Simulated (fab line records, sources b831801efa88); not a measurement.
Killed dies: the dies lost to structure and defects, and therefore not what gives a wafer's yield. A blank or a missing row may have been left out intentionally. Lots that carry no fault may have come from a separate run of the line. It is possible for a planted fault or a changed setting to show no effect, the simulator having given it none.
The tool behind it: which one? || flow sky130 || 24 lots, 72 wafers sampled, at 6 steps of a route of 708

## WHAT EACH GAUGE READ, for each wafer
SKY_VT_ADJUST_LVTN_TW_MEAS_10. Usual: for VT_ADJUST_LVTN_TW the level is 239.6 and the standard deviation is 1.4.
{"lot": "L074", "measured": "day 7 04:13", "on": "filmMetro-02", "VT_ADJUST_LVTN_TW": "237.4 237.7 236.6", "flag": ""}
{"lot": "L075", "measured": "day 7 07:10", "on": "filmMetro-02", "VT_ADJUST_LVTN_TW": "237.4 237.5 238.2", "flag": ""}
{"lot": "L076", "measured": "day 7 17:13", "on": "filmMetro-01", "VT_ADJUST_LVTN_TW": "240.2 241.0 241.0", "flag": ""}
{"lot": "L077", "measured": "day 7 23:58", "on": "filmMetro-03", "VT_ADJUST_LVTN_TW": "242.1 242.8 239.2", "flag": ""}
{"lot": "L078", "measured": "day 8 05:02", "on": "filmMetro-02", "VT_ADJUST_LVTN_TW": "235.3 237.0 237.5", "flag": ""}
{"lot": "L079", "measured": "day 8 11:13", "on": "filmMetro-01", "VT_ADJUST_LVTN_TW": "238.8 237.7 238.4", "flag": ""}
{"lot": "L080", "measured": "day 8 17:05", "on": "filmMetro-03", "VT_ADJUST_LVTN_TW": "239.1 239.5 239.4", "flag": ""}
{"lot": "L081", "measured": "day 8 22:49", "on": "filmMetro-03", "VT_ADJUST_LVTN_TW": "240.6 238.9 238.6", "flag": ""}
{"lot": "L082", "measured": "day 9 05:22", "on": "filmMetro-03", "VT_ADJUST_LVTN_TW": "241.0 240.8 240.8", "flag": ""}
{"lot": "L083", "measured": "day 9 11:58", "on": "filmMetro-03", "VT_ADJUST_LVTN_TW": "240.4 239.5 240.9", "flag": ""}
{"lot": "L084", "measured": "day 9 18:13", "on": "filmMetro-01", "VT_ADJUST_LVTN_TW": "239.2 239.1 239.1", "flag": ""}
{"lot": "L085", "measured": "day 10 05:36", "on": "filmMetro-03", "VT_ADJUST_LVTN_TW": "241.0 241.2 240.4", "flag": ""}
{"lot": "L086", "measured": "day 10 07:45", "on": "filmMetro-03", "VT_ADJUST_LVTN_TW": "240.7 241.9 241.1", "flag": ""}
{"lot": "L087", "measured": "day 10 12:40", "on": "filmMetro-01", "VT_ADJUST_LVTN_TW": "241.0 240.3 240.2", "flag": ""}
{"lot": "L088", "measured": "day 10 23:13", "on": "filmMetro-01", "VT_ADJUST_LVTN_TW": "240.8 239.3 240.0", "flag": ""}
{"lot": "L089", "measured": "day 11 05:14", "on": "filmMetro-03", "VT_ADJUST_LVTN_TW": "240.8 241.1 243.1", "flag": ""}
{"lot": "L090", "measured": "day 11 12:42", "on": "filmMetro-02", "VT_ADJUST_LVTN_TW": "238.1 237.7 239.3", "flag": ""}
{"lot": "L091", "measured": "day 11 21:45", "on": "filmMetro-01", "VT_ADJUST_LVTN_TW": "240.8 240.0 238.8", "flag": ""}
{"lot": "L092", "measured": "day 12 05:22", "on": "filmMetro-01", "VT_ADJUST_LVTN_TW": "241.6 243.1 242.2", "flag": ""}
{"lot": "L093", "measured": "day 12 07:34", "on": "filmMetro-03", "VT_ADJUST_LVTN_TW": "241.3 240.3 239.5", "flag": ""}
{"lot": "L094", "measured": "day 12 15:25", "on": "filmMetro-03", "VT_ADJUST_LVTN_TW": "239.7 239.5 240.8", "flag": ""}
{"lot": "L095", "measured": "day 12 22:04", "on": "filmMetro-03", "VT_ADJUST_LVTN_TW": "239.9 240.9 240.3", "flag": ""}
{"lot": "L096", "measured": "day 13 08:07", "on": "filmMetro-01", "VT_ADJUST_LVTN_TW": "238.8 238.8 239.4", "flag": ""}
{"lot": "L097", "measured": "day 13 17:35", "on": "filmMetro-03", "VT_ADJUST_LVTN_TW": "240.3 238.9 238.7", "flag": ""}

SKY_GATE_OXIDE_OVL_MEAS_10. Usual: for GATE_OXIDE_OVL the level is -0.1 nm and the standard deviation is 1.5.
{"lot": "L074", "measured": "day 14 13:25", "on": "overlay-01", "GATE_OXIDE_OVL (nm)": "1.5 0.6 2.4", "flag": ""}
{"lot": "L075", "measured": "day 14 17:33", "on": "overlay-01", "GATE_OXIDE_OVL (nm)": "2.8 1.9 -0.5", "flag": ""}
{"lot": "L076", "measured": "day 15 05:20", "on": "overlay-02", "GATE_OXIDE_OVL (nm)": "1.8 1.4 0.6", "flag": ""}
{"lot": "L077", "measured": "day 15 15:34", "on": "overlay-02", "GATE_OXIDE_OVL (nm)": "-2.3 0.9 -1.5", "flag": ""}
{"lot": "L078", "measured": "day 15 22:18", "on": "overlay-01", "GATE_OXIDE_OVL (nm)": "0.2 2.5 1.2", "flag": ""}
{"lot": "L079", "measured": "day 16 07:34", "on": "overlay-01", "GATE_OXIDE_OVL (nm)": "-1.7 -0.8 -2.9", "flag": ""}
{"lot": "L080", "measured": "day 16 11:47", "on": "overlay-02", "GATE_OXIDE_OVL (nm)": "-2.1 -2.5 -3.1", "flag": ""}
{"lot": "L081", "measured": "day 16 22:22", "on": "overlay-01", "GATE_OXIDE_OVL (nm)": "-1.8 -0.3 -0.4", "flag": ""}
{"lot": "L082", "measured": "day 17 08:59", "on": "overlay-01", "GATE_OXIDE_OVL (nm)": "-1.7 -1.8 -0.9", "flag": ""}
{"lot": "L083", "measured": "day 17 14:22", "on": "overlay-01", "GATE_OXIDE_OVL (nm)": "-1.3 -0.3 -0.4", "flag": ""}
{"lot": "L084", "measured": "day 17 20:43", "on": "overlay-01", "GATE_OXIDE_OVL (nm)": "3.2 0.7 0.6", "flag": ""}
{"lot": "L085", "measured": "day 18 10:44", "on": "overlay-02", "GATE_OXIDE_OVL (nm)": "-1.4 -1.2 -2.1", "flag": ""}
{"lot": "L086", "measured": "day 18 11:23", "on": "overlay-01", "GATE_OXIDE_OVL (nm)": "-0.5 1.2 1.6", "flag": ""}
{"lot": "L087", "measured": "day 18 22:10", "on": "overlay-01", "GATE_OXIDE_OVL (nm)": "-2.5 -2.0 0.2", "flag": ""}
{"lot": "L088", "measured": "day 19 09:59", "on": "overlay-01", "GATE_OXIDE_OVL (nm)": "-2.0 1.2 -1.1", "flag": ""}
{"lot": "L089", "measured": "day 19 17:08", "on": "overlay-01", "GATE_OXIDE_OVL (nm)": "1.6 0.8 0.1", "flag": ""}
{"lot": "L090", "measured": "day 20 02:17", "on": "overlay-01", "GATE_OXIDE_OVL (nm)": "0.3 -0.4 0.0", "flag": ""}
{"lot": "L091", "measured": "day 20 13:44", "on": "overlay-02", "GATE_OXIDE_OVL (nm)": "-1.6 -0.6 0.9", "flag": ""}
{"lot": "L092", "measured": "day 20 23:59", "on": "overlay-02", "GATE_OXIDE_OVL (nm)": "-0.7 -0.1 -1.2", "flag": ""}
{"lot": "L093", "measured": "day 21 02:20", "on": "overlay-01", "GATE_OXIDE_OVL (nm)": "0.0 -0.1 0.6", "flag": ""}
{"lot": "L094", "measured": "day 21 09:26", "on": "overlay-01", "GATE_OXIDE_OVL (nm)": "0.0 1.9 -0.5", "flag": ""}
{"lot": "L095", "measured": "day 21 17:19", "on": "overlay-02", "GATE_OXIDE_OVL (nm)": "-0.3 0.5 -0.1", "flag": ""}
{"lot": "L096", "measured": "day 22 05:47", "on": "overlay-01", "GATE_OXIDE_OVL (nm)": "2.2 4.0 0.6", "flag": ""}
{"lot": "L097", "measured": "day 22 14:41", "on": "overlay-02", "GATE_OXIDE_OVL (nm)": "0.6 -0.8 -1.1", "flag": ""}

SKY_LDD_P_CD_MEAS_07 targets a cd of 380 nm. Usual: cdNm reads 379.4 nm (standard deviation 2.5).
{"lot": "L074", "measured": "day 19 20:38", "on": "cdSem-02", "cdNm (nm)": "380.7 378.6 380.1", "flag": ""}
{"lot": "L075", "measured": "day 20 01:12", "on": "cdSem-02", "cdNm (nm)": "379.0 380.3 379.6", "flag": ""}
{"lot": "L076", "measured": "day 20 15:42", "on": "cdSem-02", "cdNm (nm)": "378.5 379.4 378.2", "flag": ""}
{"lot": "L077", "measured": "day 21 01:07", "on": "cdSem-01", "cdNm (nm)": "374.6 378.2 381.6", "flag": ""}
{"lot": "L078", "measured": "day 21 07:44", "on": "cdSem-02", "cdNm (nm)": "377.2 378.7 375.2", "flag": ""}
{"lot": "L079", "measured": "day 21 17:37", "on": "cdSem-02", "cdNm (nm)": "382.2 382.9 383.9", "flag": ""}
{"lot": "L080", "measured": "day 22 02:26", "on": "cdSem-02", "cdNm (nm)": "379.4 378.1 378.5", "flag": ""}
{"lot": "L081", "measured": "day 22 13:10", "on": "cdSem-01", "cdNm (nm)": "379.8 378.6 380.4", "flag": ""}
{"lot": "L082", "measured": "day 22 23:19", "on": "cdSem-02", "cdNm (nm)": "380.2 378.9 381.5", "flag": ""}
{"lot": "L083", "measured": "day 23 02:26", "on": "cdSem-02", "cdNm (nm)": "378.3 376.8 379.3", "flag": ""}
{"lot": "L084", "measured": "day 23 10:50", "on": "cdSem-01", "cdNm (nm)": "382.1 383.0 381.0", "flag": ""}
{"lot": "L085", "measured": "day 23 23:14", "on": "cdSem-02", "cdNm (nm)": "380.3 382.0 381.2", "flag": ""}
{"lot": "L086", "measured": "day 23 23:46", "on": "cdSem-01", "cdNm (nm)": "376.7 373.7 376.7", "flag": ""}
{"lot": "L087", "measured": "day 24 19:55", "on": "cdSem-02", "cdNm (nm)": "376.8 377.2 379.8", "flag": ""}
{"lot": "L088", "measured": "day 24 22:47", "on": "cdSem-01", "cdNm (nm)": "384.9 386.4 382.8", "flag": ""}
{"lot": "L089", "measured": "day 25 03:28", "on": "cdSem-01", "cdNm (nm)": "377.3 377.0 377.8", "flag": ""}
{"lot": "L090", "measured": "day 25 11:07", "on": "cdSem-01", "cdNm (nm)": "379.1 378.2 381.4", "flag": ""}
{"lot": "L091", "measured": "day 25 22:46", "on": "cdSem-01", "cdNm (nm)": "377.0 376.6 377.8", "flag": ""}
{"lot": "L092", "measured": "day 26 11:07", "on": "cdSem-02", "cdNm (nm)": "380.6 381.3 379.6", "flag": ""}
{"lot": "L093", "measured": "day 26 13:22", "on": "cdSem-02", "cdNm (nm)": "377.7 381.6 379.3", "flag": ""}
{"lot": "L094", "measured": "day 26 17:19", "on": "cdSem-01", "cdNm (nm)": "374.4 375.8 376.0", "flag": ""}
{"lot": "L095", "measured": "day 27 00:10", "on": "cdSem-02", "cdNm (nm)": "378.9 375.2 376.8", "flag": ""}
{"lot": "L096", "measured": "day 27 13:49", "on": "cdSem-02", "cdNm (nm)": "381.0 381.1 381.7", "flag": ""}
{"lot": "L097", "measured": "day 27 23:05", "on": "cdSem-01", "cdNm (nm)": "383.1 380.9 379.5", "flag": ""}

SKY_LDD_P_TW_MEAS_11. Usual: for LDD_P_TW the level is 633 and the standard deviation is 5.3.
{"lot": "L074", "measured": "day 19 21:01", "on": "filmMetro-04", "LDD_P_TW": "635 640 640", "flag": ""}
{"lot": "L075", "measured": "day 20 01:35", "on": "filmMetro-03", "LDD_P_TW": "630 635 632", "flag": ""}
{"lot": "L076", "measured": "day 20 16:05", "on": "filmMetro-03", "LDD_P_TW": "634 632 631", "flag": ""}
{"lot": "L077", "measured": "day 21 01:30", "on": "filmMetro-04", "LDD_P_TW": "637 635 637", "flag": ""}
{"lot": "L078", "measured": "day 21 08:07", "on": "filmMetro-04", "LDD_P_TW": "635 639 636", "flag": ""}
{"lot": "L079", "measured": "day 21 18:01", "on": "filmMetro-02", "LDD_P_TW": "630 626 628", "flag": ""}
{"lot": "L080", "measured": "day 22 02:48", "on": "filmMetro-04", "LDD_P_TW": "639 636 640", "flag": ""}
{"lot": "L081", "measured": "day 22 13:34", "on": "filmMetro-03", "LDD_P_TW": "634 635 630", "flag": ""}
{"lot": "L082", "measured": "day 22 23:41", "on": "filmMetro-04", "LDD_P_TW": "643 641 638", "flag": ""}
{"lot": "L083", "measured": "day 23 02:50", "on": "filmMetro-02", "LDD_P_TW": "627 628 626", "flag": ""}
{"lot": "L084", "measured": "day 23 11:14", "on": "filmMetro-03", "LDD_P_TW": "634 631 631", "flag": ""}
{"lot": "L085", "measured": "day 23 23:38", "on": "filmMetro-03", "LDD_P_TW": "631 628 634", "flag": ""}
{"lot": "L086", "measured": "day 24 00:11", "on": "filmMetro-02", "LDD_P_TW": "628 629 625", "flag": ""}
{"lot": "L087", "measured": "day 24 20:18", "on": "filmMetro-03", "LDD_P_TW": "633 633 635", "flag": ""}
{"lot": "L088", "measured": "day 24 23:11", "on": "filmMetro-02", "LDD_P_TW": "624 629 627", "flag": ""}
{"lot": "L089", "measured": "day 25 03:51", "on": "filmMetro-02", "LDD_P_TW": "623 625 623", "flag": ""}
{"lot": "L090", "measured": "day 25 11:31", "on": "filmMetro-04", "LDD_P_TW": "636 642 638", "flag": ""}
{"lot": "L091", "measured": "day 25 23:10", "on": "filmMetro-04", "LDD_P_TW": "641 634 640", "flag": ""}
{"lot": "L092", "measured": "day 26 11:29", "on": "filmMetro-02", "LDD_P_TW": "629 630 626", "flag": ""}
{"lot": "L093", "measured": "day 26 13:45", "on": "filmMetro-02", "LDD_P_TW": "627 627 628", "flag": ""}
{"lot": "L094", "measured": "day 26 17:43", "on": "filmMetro-04", "LDD_P_TW": "641 641 638", "flag": ""}
{"lot": "L095", "measured": "day 27 00:34", "on": "filmMetro-04", "LDD_P_TW": "636 635 635", "flag": ""}
{"lot": "L096", "measured": "day 27 14:13", "on": "filmMetro-04", "LDD_P_TW": "635 633 637", "flag": ""}
{"lot": "L097", "measured": "day 27 23:29", "on": "filmMetro-03", "LDD_P_TW": "624 625 621", "flag": ""}

## WHAT TOOL EACH LOT RAN ON (gives the tool, then ch and the chambers of the sampled wafers, and finally the start)
{"lot": "L074", "SKY_POLY_GATE_ETCH_16": "rieDiel-01 ch 0,1,2, day 17 04:28", "SKY_POLY_GATE_ETCH_17": "rieSi-02 ch 1,2,3, day 17 04:34"}
{"lot": "L075", "SKY_POLY_GATE_ETCH_16": "rieDiel-02 ch 1,2,3, day 17 08:33", "SKY_POLY_GATE_ETCH_17": "rieSi-02 ch 1,2,3, day 17 08:39"}
{"lot": "L076", "SKY_POLY_GATE_ETCH_16": "rieDiel-04 ch 0,1,3, day 17 22:27", "SKY_POLY_GATE_ETCH_17": "rieSi-02 ch 1,2, day 17 22:33"}
{"lot": "L077", "SKY_POLY_GATE_ETCH_16": "rieDiel-04 ch 1,2,3, day 18 09:19", "SKY_POLY_GATE_ETCH_17": "rieSi-01 ch 0,2,3, day 18 09:25"}
{"lot": "L078", "SKY_POLY_GATE_ETCH_16": "rieDiel-04 ch 0,2, day 18 14:55", "SKY_POLY_GATE_ETCH_17": "rieSi-01 ch 0,1,3, day 18 15:01"}
{"lot": "L079", "SKY_POLY_GATE_ETCH_16": "rieDiel-02 ch 0,1, day 19 00:50", "SKY_POLY_GATE_ETCH_17": "rieSi-02 ch 0,1,2, day 19 00:55"}
{"lot": "L080", "SKY_POLY_GATE_ETCH_16": "rieDiel-02 ch 0,1,3, day 19 09:33", "SKY_POLY_GATE_ETCH_17": "rieSi-02 ch 2,3, day 19 09:39"}
{"lot": "L081", "SKY_POLY_GATE_ETCH_16": "rieDiel-04 ch 1,2, day 19 20:02", "SKY_POLY_GATE_ETCH_17": "rieSi-02 ch 0,2, day 19 20:07"}
{"lot": "L082", "SKY_POLY_GATE_ETCH_16": "rieDiel-01 ch 0,2, day 20 06:03", "SKY_POLY_GATE_ETCH_17": "rieSi-01 ch 0,2, day 20 06:09"}
{"lot": "L083", "SKY_POLY_GATE_ETCH_16": "rieDiel-04 ch 2,3, day 20 10:24", "SKY_POLY_GATE_ETCH_17": "rieSi-01 ch 0,2,3, day 20 10:30"}
{"lot": "L084", "SKY_POLY_GATE_ETCH_16": "rieDiel-01 ch 0,1, day 20 18:15", "SKY_POLY_GATE_ETCH_17": "rieSi-02 ch 2,3, day 20 18:21"}
{"lot": "L085", "SKY_POLY_GATE_ETCH_16": "rieDiel-01 ch 1, day 21 06:07", "SKY_POLY_GATE_ETCH_17": "rieSi-01 ch 1,2, day 21 06:16"}
{"lot": "L086", "SKY_POLY_GATE_ETCH_16": "rieDiel-04 ch 2,3, day 21 07:18", "SKY_POLY_GATE_ETCH_17": "rieSi-02 ch 0,1, day 21 07:24"}
{"lot": "L087", "SKY_POLY_GATE_ETCH_16": "rieDiel-04 ch 1,2, day 22 05:24", "SKY_POLY_GATE_ETCH_17": "rieSi-01 ch 1,3, day 22 05:30"}
{"lot": "L088", "SKY_POLY_GATE_ETCH_16": "rieDiel-02 ch 1,2, day 22 07:23", "SKY_POLY_GATE_ETCH_17": "rieSi-02 ch 0,1,2, day 22 07:28"}
{"lot": "L089", "SKY_POLY_GATE_ETCH_16": "rieDiel-02 ch 1,3, day 22 12:31", "SKY_POLY_GATE_ETCH_17": "rieSi-01 ch 1,2,3, day 22 12:36"}
{"lot": "L090", "SKY_POLY_GATE_ETCH_16": "rieDiel-01 ch 0,2, day 22 21:01", "SKY_POLY_GATE_ETCH_17": "rieSi-02 ch 0,1,3, day 22 21:06"}
{"lot": "L091", "SKY_POLY_GATE_ETCH_16": "rieDiel-02 ch 0,3, day 23 07:31", "SKY_POLY_GATE_ETCH_17": "rieSi-01 ch 0,1,3, day 23 07:40"}
{"lot": "L092", "SKY_POLY_GATE_ETCH_16": "rieDiel-02 ch 0,3, day 23 19:04", "SKY_POLY_GATE_ETCH_17": "rieSi-02 ch 0,1, day 23 19:09"}
{"lot": "L093", "SKY_POLY_GATE_ETCH_16": "rieDiel-02 ch 0,2, day 23 21:59", "SKY_POLY_GATE_ETCH_17": "rieSi-01 ch 1,2, day 23 22:05"}
{"lot": "L094", "SKY_POLY_GATE_ETCH_16": "rieDiel-01 ch 1,2,3, day 24 03:51", "SKY_POLY_GATE_ETCH_17": "rieSi-02 ch 1,2,3, day 24 03:56"}
{"lot": "L095", "SKY_POLY_GATE_ETCH_16": "rieDiel-04 ch 2,3, day 24 11:26", "SKY_POLY_GATE_ETCH_17": "rieSi-01 ch 0,2, day 24 11:31"}
{"lot": "L096", "SKY_POLY_GATE_ETCH_16": "rieDiel-01 ch 0,2,3, day 25 00:33", "SKY_POLY_GATE_ETCH_17": "rieSi-02 ch 1,2, day 25 00:38"}
{"lot": "L097", "SKY_POLY_GATE_ETCH_16": "rieDiel-01 ch 1,3, day 25 09:10", "SKY_POLY_GATE_ETCH_17": "rieSi-01 ch 0,1,3, day 25 09:15"}
- SKY_POLY_GATE_ETCH_16: etches Si3N4 in CH3F/O2, stops on poly-Si, time 147.5 s, target depth 75 nm.
- SKY_POLY_GATE_ETCH_17: etches poly-Si in HBr/Cl2, stops on SiO2, target depth 180 nm, time 70.5 s.

## WHAT THE TOOLS THEMSELVES READ (means of the sampled wafers that have a number; where no wafer has one, the mark that the record gives instead)
SKY_POLY_GATE_ETCH_16. Usual: drypumpMotorCurrentA 5.7 A, standard deviation 0.38; oesProductAu 0.640 a.u., standard deviation 0.005; throttleValvePct 10.535 %, standard deviation 0.0087.
{"lot": "L074", "tool": "rieDiel-01", "drypumpMotorCurrentA (A)": 6.1, "oesProductAu (a.u.)": 0.639, "throttleValvePct (%)": 10.526, "flag": ""}
{"lot": "L075", "tool": "rieDiel-02", "drypumpMotorCurrentA (A)": 5.3, "oesProductAu (a.u.)": 0.644, "throttleValvePct (%)": 10.539, "flag": ""}
{"lot": "L076", "tool": "rieDiel-04", "drypumpMotorCurrentA (A)": 5.9, "oesProductAu (a.u.)": 0.639, "throttleValvePct (%)": 10.543, "flag": ""}
{"lot": "L077", "tool": "rieDiel-04", "drypumpMotorCurrentA (A)": 5.9, "oesProductAu (a.u.)": 0.642, "throttleValvePct (%)": 10.541, "flag": ""}
{"lot": "L078", "tool": "rieDiel-04", "drypumpMotorCurrentA (A)": 5.6, "oesProductAu (a.u.)": 0.642, "throttleValvePct (%)": 10.528, "flag": ""}
{"lot": "L079", "tool": "rieDiel-02", "drypumpMotorCurrentA (A)": 5.3, "oesProductAu (a.u.)": 0.640, "throttleValvePct (%)": 10.542, "flag": ""}
{"lot": "L080", "tool": "rieDiel-02", "drypumpMotorCurrentA (A)": 5.3, "oesProductAu (a.u.)": 0.636, "throttleValvePct (%)": 10.538, "flag": ""}
{"lot": "L081", "tool": "rieDiel-04", "drypumpMotorCurrentA (A)": 5.8, "oesProductAu (a.u.)": 0.636, "throttleValvePct (%)": 10.532, "flag": ""}
{"lot": "L082", "tool": "rieDiel-01", "drypumpMotorCurrentA (A)": 6.4, "oesProductAu (a.u.)": 0.645, "throttleValvePct (%)": 10.534, "flag": ""}
{"lot": "L083", "tool": "rieDiel-04", "drypumpMotorCurrentA (A)": 5.8, "oesProductAu (a.u.)": 0.640, "throttleValvePct (%)": 10.533, "flag": ""}
{"lot": "L084", "tool": "rieDiel-01", "drypumpMotorCurrentA (A)": 5.8, "oesProductAu (a.u.)": 0.642, "throttleValvePct (%)": 10.545, "flag": ""}
{"lot": "L085", "tool": "rieDiel-01", "drypumpMotorCurrentA (A)": 5.9, "oesProductAu (a.u.)": 0.642, "throttleValvePct (%)": 10.537, "flag": ""}
{"lot": "L086", "tool": "rieDiel-04", "drypumpMotorCurrentA (A)": 5.8, "oesProductAu (a.u.)": 0.641, "throttleValvePct (%)": 10.537, "flag": ""}
{"lot": "L087", "tool": "rieDiel-04", "drypumpMotorCurrentA (A)": 6.1, "oesProductAu (a.u.)": 0.636, "throttleValvePct (%)": 10.536, "flag": ""}
{"lot": "L088", "tool": "rieDiel-02", "drypumpMotorCurrentA (A)": 5.4, "oesProductAu (a.u.)": 0.637, "throttleValvePct (%)": 10.542, "flag": ""}
{"lot": "L089", "tool": "rieDiel-02", "drypumpMotorCurrentA (A)": 5.2, "oesProductAu (a.u.)": 0.639, "throttleValvePct (%)": 10.534, "flag": ""}
{"lot": "L090", "tool": "rieDiel-01", "drypumpMotorCurrentA (A)": 6.4, "oesProductAu (a.u.)": 0.642, "throttleValvePct (%)": 10.537, "flag": ""}
{"lot": "L091", "tool": "rieDiel-02", "drypumpMotorCurrentA (A)": 5.4, "oesProductAu (a.u.)": 0.640, "throttleValvePct (%)": 10.532, "flag": ""}
{"lot": "L092", "tool": "rieDiel-02", "drypumpMotorCurrentA (A)": 5.5, "oesProductAu (a.u.)": 0.633, "throttleValvePct (%)": 10.536, "flag": ""}
{"lot": "L093", "tool": "rieDiel-02", "drypumpMotorCurrentA (A)": 5.6, "oesProductAu (a.u.)": 0.640, "throttleValvePct (%)": 10.538, "flag": ""}
{"lot": "L094", "tool": "rieDiel-01", "drypumpMotorCurrentA (A)": 6.1, "oesProductAu (a.u.)": 0.634, "throttleValvePct (%)": 10.535, "flag": ""}
{"lot": "L095", "tool": "rieDiel-04", "drypumpMotorCurrentA (A)": 5.8, "oesProductAu (a.u.)": 0.637, "throttleValvePct (%)": 10.537, "flag": ""}
{"lot": "L096", "tool": "rieDiel-01", "drypumpMotorCurrentA (A)": 6.0, "oesProductAu (a.u.)": 0.640, "throttleValvePct (%)": 10.540, "flag": ""}
{"lot": "L097", "tool": "rieDiel-01", "drypumpMotorCurrentA (A)": 5.8, "oesProductAu (a.u.)": 0.639, "throttleValvePct (%)": 10.518, "flag": ""}

SKY_POLY_GATE_ETCH_17. Usual: drypumpMotorCurrentA 5.7 A, standard deviation 0.54; mfcCl2Sccm 50.02 sccm, standard deviation 0.15; oesProductAu 0.990 a.u., standard deviation 0.0072; throttleValvePct 33.685 %, standard deviation 0.0096.
{"lot": "L074", "tool": "rieSi-02", "drypumpMotorCurrentA (A)": 5.6, "mfcCl2Sccm (sccm)": 50.15, "oesProductAu (a.u.)": 0.993, "throttleValvePct (%)": 33.684, "flag": ""}
{"lot": "L075", "tool": "rieSi-02", "drypumpMotorCurrentA (A)": 5.6, "mfcCl2Sccm (sccm)": 49.96, "oesProductAu (a.u.)": 0.992, "throttleValvePct (%)": 33.675, "flag": ""}
{"lot": "L076", "tool": "rieSi-02", "drypumpMotorCurrentA (A)": 5.3, "mfcCl2Sccm (sccm)": 50.23, "oesProductAu (a.u.)": 0.996, "throttleValvePct (%)": 33.683, "flag": ""}
{"lot": "L077", "tool": "rieSi-01", "drypumpMotorCurrentA (A)": 6.0, "mfcCl2Sccm (sccm)": 50.07, "oesProductAu (a.u.)": 0.990, "throttleValvePct (%)": 33.694, "flag": ""}
{"lot": "L078", "tool": "rieSi-01", "drypumpMotorCurrentA (A)": 5.7, "mfcCl2Sccm (sccm)": 50.16, "oesProductAu (a.u.)": 0.994, "throttleValvePct (%)": 33.684, "flag": ""}
{"lot": "L079", "tool": "rieSi-02", "drypumpMotorCurrentA (A)": 5.4, "mfcCl2Sccm (sccm)": 49.91, "oesProductAu (a.u.)": 0.995, "throttleValvePct (%)": 33.688, "flag": ""}
{"lot": "L080", "tool": "rieSi-02", "drypumpMotorCurrentA (A)": 6.0, "mfcCl2Sccm (sccm)": 50.00, "oesProductAu (a.u.)": 0.985, "throttleValvePct (%)": 33.689, "flag": ""}
{"lot": "L081", "tool": "rieSi-02", "drypumpMotorCurrentA (A)": 5.7, "mfcCl2Sccm (sccm)": 49.92, "oesProductAu (a.u.)": 0.993, "throttleValvePct (%)": 33.686, "flag": ""}
{"lot": "L082", "tool": "rieSi-01", "drypumpMotorCurrentA (A)": 5.9, "mfcCl2Sccm (sccm)": 50.07, "oesProductAu (a.u.)": 0.984, "throttleValvePct (%)": 33.680, "flag": ""}
{"lot": "L083", "tool": "rieSi-01", "drypumpMotorCurrentA (A)": 6.0, "mfcCl2Sccm (sccm)": 49.93, "oesProductAu (a.u.)": 0.996, "throttleValvePct (%)": 33.685, "flag": ""}
{"lot": "L084", "tool": "rieSi-02", "drypumpMotorCurrentA (A)": 6.0, "mfcCl2Sccm (sccm)": 50.00, "oesProductAu (a.u.)": 0.992, "throttleValvePct (%)": 33.686, "flag": ""}
{"lot": "L085", "tool": "rieSi-01", "drypumpMotorCurrentA (A)": 5.9, "mfcCl2Sccm (sccm)": 50.14, "oesProductAu (a.u.)": 0.993, "throttleValvePct (%)": 33.683, "flag": ""}
{"lot": "L086", "tool": "rieSi-02", "drypumpMotorCurrentA (A)": 5.0, "mfcCl2Sccm (sccm)": 50.03, "oesProductAu (a.u.)": 0.996, "throttleValvePct (%)": 33.686, "flag": ""}
{"lot": "L087", "tool": "rieSi-01", "drypumpMotorCurrentA (A)": 5.7, "mfcCl2Sccm (sccm)": 50.01, "oesProductAu (a.u.)": 0.983, "throttleValvePct (%)": 33.699, "flag": ""}
{"lot": "L088", "tool": "rieSi-02", "drypumpMotorCurrentA (A)": 5.4, "mfcCl2Sccm (sccm)": 50.01, "oesProductAu (a.u.)": 0.989, "throttleValvePct (%)": 33.690, "flag": ""}
{"lot": "L089", "tool": "rieSi-01", "drypumpMotorCurrentA (A)": 6.0, "mfcCl2Sccm (sccm)": 49.81, "oesProductAu (a.u.)": 0.983, "throttleValvePct (%)": 33.683, "flag": ""}
{"lot": "L090", "tool": "rieSi-02", "drypumpMotorCurrentA (A)": 5.3, "mfcCl2Sccm (sccm)": 50.07, "oesProductAu (a.u.)": 0.989, "throttleValvePct (%)": 33.684, "flag": ""}
{"lot": "L091", "tool": "rieSi-01", "drypumpMotorCurrentA (A)": 5.7, "mfcCl2Sccm (sccm)": 50.13, "oesProductAu (a.u.)": 0.986, "throttleValvePct (%)": 33.682, "flag": ""}
{"lot": "L092", "tool": "rieSi-02", "drypumpMotorCurrentA (A)": 5.1, "mfcCl2Sccm (sccm)": 50.19, "oesProductAu (a.u.)": 0.978, "throttleValvePct (%)": 33.680, "flag": ""}
{"lot": "L093", "tool": "rieSi-01", "drypumpMotorCurrentA (A)": 5.6, "mfcCl2Sccm (sccm)": 50.05, "oesProductAu (a.u.)": 0.989, "throttleValvePct (%)": 33.690, "flag": ""}
{"lot": "L094", "tool": "rieSi-02", "drypumpMotorCurrentA (A)": 5.6, "mfcCl2Sccm (sccm)": 50.12, "oesProductAu (a.u.)": 0.993, "throttleValvePct (%)": 33.685, "flag": ""}
{"lot": "L095", "tool": "rieSi-01", "drypumpMotorCurrentA (A)": 5.9, "mfcCl2Sccm (sccm)": 49.91, "oesProductAu (a.u.)": 0.998, "throttleValvePct (%)": 33.678, "flag": ""}
{"lot": "L096", "tool": "rieSi-02", "drypumpMotorCurrentA (A)": 5.7, "mfcCl2Sccm (sccm)": 50.07, "oesProductAu (a.u.)": 0.987, "throttleValvePct (%)": 33.688, "flag": ""}
{"lot": "L097", "tool": "rieSi-01", "drypumpMotorCurrentA (A)": 5.7, "mfcCl2Sccm (sccm)": 50.07, "oesProductAu (a.u.)": 0.992, "throttleValvePct (%)": 33.681, "flag": ""}

## THE ANSWER, worked out from the rows above alone
Rule: take the mean of a lot's wafers that have a number; if it is more than 3 standard deviations from the usual mean, the lot is off. Also off: a lot with no number at a reading for which 4 or more lots have one. All remaining lots with rows at the step are treated as sound. The gauges are gone through in route order, then the tools' own readings, and for those a lot's mean is taken as printed above. At the first step where some lot is off, the reading lying furthest off is the one used; lots without a number count as furthest.
Nothing can be told from this: no lot is off at any reading shown.

## WHAT HAD BEEN PUT IN BY THE SIMULATOR
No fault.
